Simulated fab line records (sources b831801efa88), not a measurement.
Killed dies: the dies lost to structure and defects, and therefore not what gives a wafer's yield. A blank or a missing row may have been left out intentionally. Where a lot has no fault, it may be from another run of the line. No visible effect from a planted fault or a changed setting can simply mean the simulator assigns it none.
A sampling plan put to the test || flow gf180mcu || one fab line, 8 faults that these records tell of, each judged on the records of the lots that it struck; 2 more are left out, because the records don't allow judging them
What counts as the plan is the set of the line's own looks, namely the steps on the route at which a gauge or an inspection reads a wafer and does not change it. A look is open to judgement when struck wafers have a number at it and the file gives its usual mean and standard deviation on fault-free wafers. Caught: at a look after the fault's first step, the mean of the struck wafers lies 4 or more of those standard deviations (sigma) from the usual mean. On the tool: the same test on the tool's own readings at the fault's steps. Another recipe on the struck wafers, or a record that is blank for them alone, also counts as caught.

## THE FAULTS, as the simulator had put them in
1. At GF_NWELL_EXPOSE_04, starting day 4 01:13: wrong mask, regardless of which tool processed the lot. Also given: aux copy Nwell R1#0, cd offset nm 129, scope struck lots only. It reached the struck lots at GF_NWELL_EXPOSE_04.
2. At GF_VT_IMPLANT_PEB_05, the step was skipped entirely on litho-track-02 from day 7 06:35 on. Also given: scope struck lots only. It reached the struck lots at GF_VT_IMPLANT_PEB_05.
3. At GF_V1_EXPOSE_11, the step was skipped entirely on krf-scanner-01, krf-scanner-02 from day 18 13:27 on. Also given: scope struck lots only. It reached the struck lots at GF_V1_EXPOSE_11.
4. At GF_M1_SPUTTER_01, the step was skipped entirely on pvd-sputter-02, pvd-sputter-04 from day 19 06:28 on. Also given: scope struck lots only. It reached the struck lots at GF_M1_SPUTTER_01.
5. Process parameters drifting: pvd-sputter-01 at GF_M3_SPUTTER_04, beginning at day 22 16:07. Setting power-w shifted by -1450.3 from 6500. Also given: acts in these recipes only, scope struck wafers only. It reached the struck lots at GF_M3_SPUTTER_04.
6. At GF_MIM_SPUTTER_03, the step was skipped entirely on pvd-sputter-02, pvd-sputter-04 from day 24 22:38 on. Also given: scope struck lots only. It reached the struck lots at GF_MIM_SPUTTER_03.
7. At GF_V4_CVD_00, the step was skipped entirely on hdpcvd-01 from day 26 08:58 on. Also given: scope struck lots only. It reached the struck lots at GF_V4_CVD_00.
8. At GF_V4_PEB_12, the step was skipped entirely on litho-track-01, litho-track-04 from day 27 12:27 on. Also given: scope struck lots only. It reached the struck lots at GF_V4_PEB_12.

## WHAT THE PLAN SAW
{"fault": 1, "on the tool itself": "no reading that can be judged", "first look that catches it": "none of the 2 looks that can be judged after it", "reading, sigma": "-", "median hours from its first step to that look": "-", "hours from the fault's start to the first struck lot there": "-", "judged looks passed uncaught": 2}
{"fault": 2, "on the tool itself": "no reading that can be judged", "first look that catches it": "no look after it can be judged", "reading, sigma": "-", "median hours from its first step to that look": "-", "hours from the fault's start to the first struck lot there": "-", "judged looks passed uncaught": 0}
{"fault": 3, "on the tool itself": "no reading that can be judged", "first look that catches it": "no look after it can be judged", "reading, sigma": "-", "median hours from its first step to that look": "-", "hours from the fault's start to the first struck lot there": "-", "judged looks passed uncaught": 0}
{"fault": 4, "on the tool itself": "the tool's record is blank for the struck wafers", "first look that catches it": "no look after it can be judged", "reading, sigma": "-", "median hours from its first step to that look": "-", "hours from the fault's start to the first struck lot there": "-", "judged looks passed uncaught": 0}
{"fault": 5, "on the tool itself": "cathode-dc-power-W -99 or beyond sigma", "first look that catches it": "no look after it can be judged", "reading, sigma": "-", "median hours from its first step to that look": "-", "hours from the fault's start to the first struck lot there": "-", "judged looks passed uncaught": 0}
{"fault": 6, "on the tool itself": "the tool's record is blank for the struck wafers", "first look that catches it": "no look after it can be judged", "reading, sigma": "-", "median hours from its first step to that look": "-", "hours from the fault's start to the first struck lot there": "-", "judged looks passed uncaught": 0}
{"fault": 7, "on the tool itself": "the tool's record is blank for the struck wafers", "first look that catches it": "no look after it can be judged", "reading, sigma": "-", "median hours from its first step to that look": "-", "hours from the fault's start to the first struck lot there": "-", "judged looks passed uncaught": 0}
{"fault": 8, "on the tool itself": "the tool's record is blank for the struck wafers", "first look that catches it": "no look after it can be judged", "reading, sigma": "-", "median hours from its first step to that look": "-", "hours from the fault's start to the first struck lot there": "-", "judged looks passed uncaught": 0}
A dash: the fault isn't caught, or these records don't give the number.

Caught at a look: 0 of 8. Caught on the tool: 5 of 8. By one or the other: 5 of 8.
On the tool alone, faults 4, 5, 6, 7, 8 were caught.
Caught by neither: faults 1, 2, 3.
